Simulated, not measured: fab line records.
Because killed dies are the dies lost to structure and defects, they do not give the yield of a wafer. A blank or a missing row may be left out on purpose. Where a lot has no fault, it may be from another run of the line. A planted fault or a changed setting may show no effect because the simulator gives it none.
Problem report in the 8D (eight disciplines) form, filled by code :: flow gf180mcu :: the parts of the form that need people (team, actions taken, sign-off) are left out

1. THE PROBLEM
Mean VT_IMPLANT_TW at GF_VT_IMPLANT_TW_MEAS_10: 1251 over 6 wafers in 2 lots; fault-free wafers: 565, standard deviation 5.8. So: +99 or more standard deviations from the usual mean.
Seen first at day 10 06:27 on film metro-02, wafer L848.2. The record has a number at this step for 39 wafers belonging to 13 lots. The rule behind "out" and "out of limits": a value lying over 4 standard deviations away from the usual mean. All remaining wafers that have a number are taken as sound.

2. WHAT IT IS; WHAT IT IS NOT
question: which readings at this step
is: VT_IMPLANT_TW
is not: -

question: which lots
is: L848, L849
is not: L830, L831, L832, L833, L836, L837, L838, L841, L842, L844, L852

question: which wafers of those lots
is: all that have a number
is not: -

question: read on which gauges
is: film metro-02, film metro-04
is not: film metro-01

question: when
is: from day 10 06:27
is not: up to then (30 sound wafers); but 3 sound wafers of L852 came after

3. THE SUSPECTS, EACH WITH WHAT RULES IT OUT
Counting: any tool at a process step up to the reading is kept as a suspect provided that every lot that is out went through it and no sound lot did after the first of them.
- the gauge at GF_VT_IMPLANT_TW_MEAS_10 is ruled out. The wafers that are out were read on 2 gauges (film metro-02, film metro-04).
- implanter-01 at GF_VT_IMPLANT_IMPLANT_08: kept. It ran every lot that is out, first L848 (day 10 06:13), and no sound lot after that; its last sound lot up to then is L842 (day 8 17:58). Its own readings are out on those wafers: dose ions cm2, faraday current uA.
After counting, what remains is implanter-01 at GF_VT_IMPLANT_IMPLANT_08.

4. THE CAUSE (what the simulator had put in)
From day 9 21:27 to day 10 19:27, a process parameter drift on implanter-01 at GF_VT_IMPLANT_IMPLANT_08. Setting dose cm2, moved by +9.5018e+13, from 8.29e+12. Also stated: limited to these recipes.
The count eliminated every tool but this one.

5. THE EFFECT CHAIN, in route order
One row per reading whose mean, taken over the struck wafers that have a number, lies over 3 standard deviations from the usual. Scope: only readings with a usual standard deviation given in the record; hours: median across lots of the time from each lot's start at the first step in this table that gives one to its start at this step; sigmas: change in usual standard deviations.
hours: 0
step: GF_VT_IMPLANT_IMPLANT_08
reading: dose ions cm2
usual: 8.288e+12
on struck wafers: 1.033e+14
change: +9.503e+13
sigmas: +99 or more

hours: 0
step: GF_VT_IMPLANT_IMPLANT_08
reading: faraday current uA
usual: 46.8
on struck wafers: 572.9
change: +526.1
sigmas: +99 or more

hours: 0
step: GF_VT_IMPLANT_TW_MEAS_10
reading: VT_IMPLANT_TW
usual: 565
on struck wafers: 1251
change: +686
sigmas: +99 or more
Process steps it contains:
- GF_VT_IMPLANT_IMPLANT_08

6. HOW IT WOULD HAVE BEEN CAUGHT EARLIER
Counted from the fault's start at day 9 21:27, it took 9 hours until the first out-of-limits reading at a measuring or inspecting step in this record, taken at day 10 06:27.
Tool's own readings at GF_VT_IMPLANT_IMPLANT_08, dose ions cm2, faraday current uA: out on all struck wafers the step has rows for; an alarm limit on them would have tripped on the first.
Lots out: 2; of these, L849 started GF_VT_IMPLANT_IMPLANT_08 on implanter-01 after day 10 06:27. It would have been spared by a hold on the tool at that moment.
